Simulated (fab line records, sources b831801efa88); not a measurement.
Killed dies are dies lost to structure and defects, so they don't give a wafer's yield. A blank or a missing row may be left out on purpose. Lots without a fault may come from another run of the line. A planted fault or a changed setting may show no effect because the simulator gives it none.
A struck lot beside a sound one | flow sky130 | 19 steps out of a route of 708
Sound: wafers L906.2, L906.5, L906.6. Struck: wafers L908.3, L908.5. (L908.6 of the same lot was not struck and is left out.) The cause comes at the end.
At each step with rows: each side's tool, then ch and its chambers, then its first start. Under that, the readings that differ: sound wafers | struck wafers | difference of the means | sigmas: that difference in standard deviations of wafers without a fault.
alike: readings whose means differ by less than 2 such deviations, and words and numbers that are the same on both sides. not compared: withheld readings, readings that some wafer has no value for, bounds like >300 that may hide the same value, and numbers for which the record gives no deviation and whose values overlap.
The two part at a step that has a row with sigmas, a row that says differs or no value, or rows on one side only. Numbers that don't overlap but have no deviation are shown without sigmas and don't part them. A reading that every wafer of one side lacks parts them only if that side has two wafers or more.

SKY_RES_PROTECT_STRIP_07: strips in O2/N2.
  sound on plasma_asher-02 ch 0,1, day 17 15:58; struck on plasma_asher-03 ch 0, day 18 10:39
  alike: drypump_motor_current_A, oes_product_au, strip_time_to_endpoint_s
  not compared: rf_hours_counter_h
SKY_RES_PROTECT_TW_MEAS_08:
  sound on film_metro-02, day 17 16:04; struck on film_metro-01, day 18 10:44
  reading      | sound          | struck    | difference | sigmas
  POLY_GATE_TW | 4131 4147 4146 | 3986 3995 | -151       | -2
then, 2 steps without rows for these wafers: SKY_RES_PROTECT_CLEAN_09 (cleans in SC1/SC2, time 150 s); SKY_POLY_GATE_CVD_03 (deposits Si3N4 from DCS/NH3, target thk 75 nm, time 1290 s).
SKY_POLY_GATE_THK_MEAS_04:
  sound on film_metro-01, day 17 18:51; struck on film_metro-01, day 18 13:28
  alike: POLY_GATE_CVD_03_THK
then, 7 steps without rows for these wafers: SKY_POLY_GATE_DEHYDRATE_05 (time 60 s); SKY_POLY_GATE_HMDS_06 (prime time 60 s); SKY_POLY_GATE_COAT_07 (resist thk 110 nm); SKY_POLY_GATE_COAT_08 (resist thk 450 nm); SKY_POLY_GATE_SOFTBAKE_09 (time 90 s); SKY_POLY_GATE_EXPOSE_10 (exposes mask P1M, target cd 150 nm); SKY_POLY_GATE_PEB_11.
SKY_POLY_GATE_DEVELOP_12: develop time 60 s.
  sound on litho_track-02 ch 0, day 19 00:00; struck on litho_track-02 ch 0, day 19 19:00
SKY_POLY_GATE_CD_MEAS_13: target cd 150 nm.
  sound on cd_sem-02, day 19 00:47; struck on cd_sem-02, day 19 19:34
  alike: cd_nm
SKY_POLY_GATE_OVL_MEAS_14:
  sound on overlay-02, day 19 00:54; struck on overlay-02, day 19 19:40
  alike: POLY_GATE_OVL
SKY_POLY_GATE_ETCH_15: etches BARC in N2/H2, stops on SiO2, time 118.5 s, target depth 110 nm.
  sound on rie_diel-04 ch 0,2,3, day 19 00:56; struck on rie_diel-02 ch 0,2, day 19 19:41
  reading                    | sound             | struck      | difference | sigmas
  model.POLY_GATE.cd_nm (nm) | 146.9 146.4 146.7 | 150.5 148.3 | +2.7       |
  alike: drypump_motor_current_A, oes_product_au, throttle_valve_pct
  not compared: rf_hours_counter_h
SKY_POLY_GATE_ETCH_16: etches Si3N4 in CH3F/O2, stops on poly-Si, time 147.5 s, target depth 75 nm.
  sound on rie_diel-04 ch 0,2,3, day 19 01:01; struck on rie_diel-02 ch 0,2, day 19 19:46
  reading                    | sound             | struck    | difference | sigmas
  model.POLY_GATE.cd_nm (nm) | 146.8 146.4 146.7 | 150.2 148 | +2.5       |
  alike: drypump_motor_current_A, oes_product_au, throttle_valve_pct
  not compared: rf_hours_counter_h
SKY_POLY_GATE_ETCH_17: etches poly-Si in HBr/Cl2, stops on SiO2, target depth 180 nm, time 70.5 s.
  sound on rie_si-01 ch 1,2, day 19 01:07; struck on rie_si-01 ch 1,2, day 19 19:52
  alike: HBr_flow_sccm, drypump_motor_current_A, mfc_cl2_sccm, oes_product_au, throttle_valve_pct
  not compared: rf_hours_counter_h
-- the record jumps here: 28 days lie between the struck wafers' starts before and after (it left off in module POLY_GATE and takes up again in module PAD_OPEN, whose first step shown is number 708 of the route) --
SKY_PAD_OPEN_PROBE_99:
  sound on prober-02, day 47 15:09; struck on prober-02, day 48 01:55
  alike: killed_at_M0_to_M3, killed_at_M4_up, killed_at_contacts, killed_at_front_end, killed_at_other, killed_dies, killed_open, killed_short

WHERE THEY PART
Only at SKY_RES_PROTECT_TW_MEAS_08, within this record. Later steps at which nothing parts them and some readings are alike: SKY_POLY_GATE_THK_MEAS_04, SKY_POLY_GATE_CD_MEAS_13, SKY_POLY_GATE_OVL_MEAS_14, SKY_POLY_GATE_ETCH_15, SKY_POLY_GATE_ETCH_16, SKY_POLY_GATE_ETCH_17, SKY_PAD_OPEN_PROBE_99.

WHY: what the simulator had put in
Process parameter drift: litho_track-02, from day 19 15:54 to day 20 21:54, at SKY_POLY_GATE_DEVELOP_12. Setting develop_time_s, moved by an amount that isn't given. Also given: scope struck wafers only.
